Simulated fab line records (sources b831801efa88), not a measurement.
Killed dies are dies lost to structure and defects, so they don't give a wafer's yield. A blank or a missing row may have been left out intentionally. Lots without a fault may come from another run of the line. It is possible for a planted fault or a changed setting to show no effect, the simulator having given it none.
The tool behind it: which one? || flow sky130 || 12 lots with 36 wafers sampled at 3 steps, on a route of 708 steps

## WHAT EACH GAUGE READ, for each wafer
SKY_GATE_OXIDE_THK_MEAS_02.
{"lot": "L881", "measured": "day 12 14:41", "on": "film metro-02", "GATE_OXIDE_OXIDATION_00_THK (nm)": "10.17 10.10 10.25"}
{"lot": "L884", "measured": "day 13 10:02", "on": "film metro-01", "GATE_OXIDE_OXIDATION_00_THK (nm)": "10.65 10.73 10.78"}
{"lot": "L885", "measured": "day 13 17:46", "on": "film metro-04", "GATE_OXIDE_OXIDATION_00_THK (nm)": "12.73 12.90 12.83"}
{"lot": "L886", "measured": "day 14 03:36", "on": "film metro-04", "GATE_OXIDE_OXIDATION_00_THK (nm)": "12.89 12.75 12.81"}
{"lot": "L893", "measured": "day 17 00:41", "on": "film metro-02", "GATE_OXIDE_OXIDATION_00_THK (nm)": "10.30 10.33 10.19"}
{"lot": "L894", "measured": "day 17 06:08", "on": "film metro-02", "GATE_OXIDE_OXIDATION_00_THK (nm)": "10.11 10.38 10.33"}
{"lot": "L895", "measured": "day 17 10:50", "on": "film metro-02", "GATE_OXIDE_OXIDATION_00_THK (nm)": "9.93 9.75 9.74"}
{"lot": "L898", "measured": "day 18 12:14", "on": "film metro-01", "GATE_OXIDE_OXIDATION_00_THK (nm)": "10.48 10.55 10.54"}
{"lot": "L900", "measured": "day 19 09:02", "on": "film metro-01", "GATE_OXIDE_OXIDATION_00_THK (nm)": "10.15 10.11 10.31"}
{"lot": "L901", "measured": "day 19 10:14", "on": "film metro-01", "GATE_OXIDE_OXIDATION_00_THK (nm)": "10.34 10.17 10.08"}
{"lot": "L902", "measured": "day 19 17:58", "on": "film metro-04", "GATE_OXIDE_OXIDATION_00_THK (nm)": "10.46 10.43 10.44"}
{"lot": "L904", "measured": "day 20 18:24", "on": "film metro-01", "GATE_OXIDE_OXIDATION_00_THK (nm)": "10.30 10.55 10.31"}

SKY_VIA1_THK_MEAS_01.
{"lot": "L881", "measured": "day 32 13:03", "on": "film metro-01", "VIA1_HDPCVD_THK (nm)": "997 1006 1000"}
{"lot": "L884", "measured": "day 33 12:46", "on": "film metro-01", "VIA1_HDPCVD_THK (nm)": "1012 1037 1030"}
{"lot": "L885", "measured": "day 33 23:43", "on": "film metro-03", "VIA1_HDPCVD_THK (nm)": "1013 1024 1037"}
{"lot": "L886", "measured": "day 34 06:42", "on": "film metro-01", "VIA1_HDPCVD_THK (nm)": "1019 1009 1020"}
{"lot": "L893", "measured": "day 37 01:51", "on": "film metro-02", "VIA1_HDPCVD_THK (nm)": "1036 1031 1037"}
{"lot": "L894", "measured": "day 37 03:08", "on": "film metro-01", "VIA1_HDPCVD_THK (nm)": "1009 1014 1029"}
{"lot": "L895", "measured": "day 37 07:52", "on": "film metro-02", "VIA1_HDPCVD_THK (nm)": "1035 1025 1030"}
{"lot": "L898", "measured": "day 38 03:22", "on": "film metro-01", "VIA1_HDPCVD_THK (nm)": "1037 1030 1040"}
{"lot": "L900", "measured": "day 38 23:32", "on": "film metro-02", "VIA1_HDPCVD_THK (nm)": "1024 1025 1025"}
{"lot": "L901", "measured": "day 38 23:46", "on": "film metro-03", "VIA1_HDPCVD_THK (nm)": "1029 1036 1030"}
{"lot": "L902", "measured": "day 39 08:02", "on": "film metro-03", "VIA1_HDPCVD_THK (nm)": "1037 1038 1048"}
{"lot": "L904", "measured": "day 40 00:50", "on": "film metro-03", "VIA1_HDPCVD_THK (nm)": "1030 1015 1047"}

## TOOL THAT RAN EACH LOT (tool first, then ch and the chambers of the sampled wafers, then the start)
{"lot": "L881", "SKY_GATE_OXIDE_OXIDATION_01": "furnace-01 ch 0, day 12 13:16"}
{"lot": "L884", "SKY_GATE_OXIDE_OXIDATION_01": "furnace-02 ch 0, day 13 08:38"}
{"lot": "L885", "SKY_GATE_OXIDE_OXIDATION_01": "furnace-02 ch 0, day 13 16:22"}
{"lot": "L886", "SKY_GATE_OXIDE_OXIDATION_01": "furnace-02 ch 0, day 14 02:11"}
{"lot": "L893", "SKY_GATE_OXIDE_OXIDATION_01": "furnace-02 ch 0, day 16 23:16"}
{"lot": "L894", "SKY_GATE_OXIDE_OXIDATION_01": "furnace-02 ch 0, day 17 04:42"}
{"lot": "L895", "SKY_GATE_OXIDE_OXIDATION_01": "furnace-01 ch 0, day 17 09:25"}
{"lot": "L898", "SKY_GATE_OXIDE_OXIDATION_01": "furnace-02 ch 0, day 18 10:50"}
{"lot": "L900", "SKY_GATE_OXIDE_OXIDATION_01": "furnace-01 ch 0, day 19 07:38"}
{"lot": "L901", "SKY_GATE_OXIDE_OXIDATION_01": "furnace-02 ch 0, day 19 08:48"}
{"lot": "L902", "SKY_GATE_OXIDE_OXIDATION_01": "furnace-02 ch 0, day 19 16:33"}
{"lot": "L904", "SKY_GATE_OXIDE_OXIDATION_01": "furnace-01 ch 0, day 20 16:59"}
- SKY_GATE_OXIDE_OXIDATION_01: stabilise 600 s, purge 300 s, target thk 10.268 nm.

## WHAT THE TOOLS THEMSELVES READ (means of the sampled wafers that have a number; where no wafer has one, the mark that the record gives instead)
SKY_GATE_OXIDE_OXIDATION_01.
{"lot": "L881", "tool": "furnace-01", "spike tc upper C (C)": 898.9, "tube_center_temp_C_max": 902.3}
{"lot": "L884", "tool": "furnace-02", "spike tc upper C (C)": 902.6, "tube_center_temp_C_max": 902.3}
{"lot": "L885", "tool": "furnace-02", "spike tc upper C (C)": 902.0, "tube_center_temp_C_max": 902.7}
{"lot": "L886", "tool": "furnace-02", "spike tc upper C (C)": 901.5, "tube_center_temp_C_max": 902.1}
{"lot": "L893", "tool": "furnace-02", "spike tc upper C (C)": 901.7, "tube_center_temp_C_max": 902.6}
{"lot": "L894", "tool": "furnace-02", "spike tc upper C (C)": 903.2, "tube_center_temp_C_max": 902.5}
{"lot": "L895", "tool": "furnace-01", "spike tc upper C (C)": 898.6, "tube_center_temp_C_max": 902.4}
{"lot": "L898", "tool": "furnace-02", "spike tc upper C (C)": 902.8, "tube_center_temp_C_max": 902.2}
{"lot": "L900", "tool": "furnace-01", "spike tc upper C (C)": 897.7, "tube_center_temp_C_max": 902.6}
{"lot": "L901", "tool": "furnace-02", "spike tc upper C (C)": 902.9, "tube_center_temp_C_max": 902.4}
{"lot": "L902", "tool": "furnace-02", "spike tc upper C (C)": 902.4, "tube_center_temp_C_max": 902.3}
{"lot": "L904", "tool": "furnace-01", "spike tc upper C (C)": 898.7, "tube_center_temp_C_max": 902.0}

## THE ANSWER, worked out from the rows above alone
Rule: the usual values come from the lots themselves. Put in order of their means at a reading, lots are off if they are a third of the lots or fewer, leave a main group of 4 or more, and stand apart from it by a gap of 3 or more times the standard deviation of the main group's means; of several such gaps the widest counts. If all means in a main group match to the digits the tables above print for the reading, that group is not used. Also off: a lot with no number at a reading for which 4 or more lots have one. The other lots that the step has rows for count as sound. The gauges are gone through in route order, then the tools' own readings, and for those a lot's mean is taken as printed above. At the first step where some lot is off, the reading lying furthest off is the one used; lots without a number count as furthest.
Off: at SKY_GATE_OXIDE_THK_MEAS_02 (GATE_OXIDE_OXIDATION_00_THK), L885, L886. For the main group the mean is 10.30 nm and the standard deviation 0.23.
A tool fits if, at a process step before that reading, it ran every lot that is off, and no sound lot after the first of them. The gauges at SKY_GATE_OXIDE_THK_MEAS_02 are tried like those tools. Not one of the candidates tried fits.

## WHAT HAD BEEN PUT IN BY THE SIMULATOR
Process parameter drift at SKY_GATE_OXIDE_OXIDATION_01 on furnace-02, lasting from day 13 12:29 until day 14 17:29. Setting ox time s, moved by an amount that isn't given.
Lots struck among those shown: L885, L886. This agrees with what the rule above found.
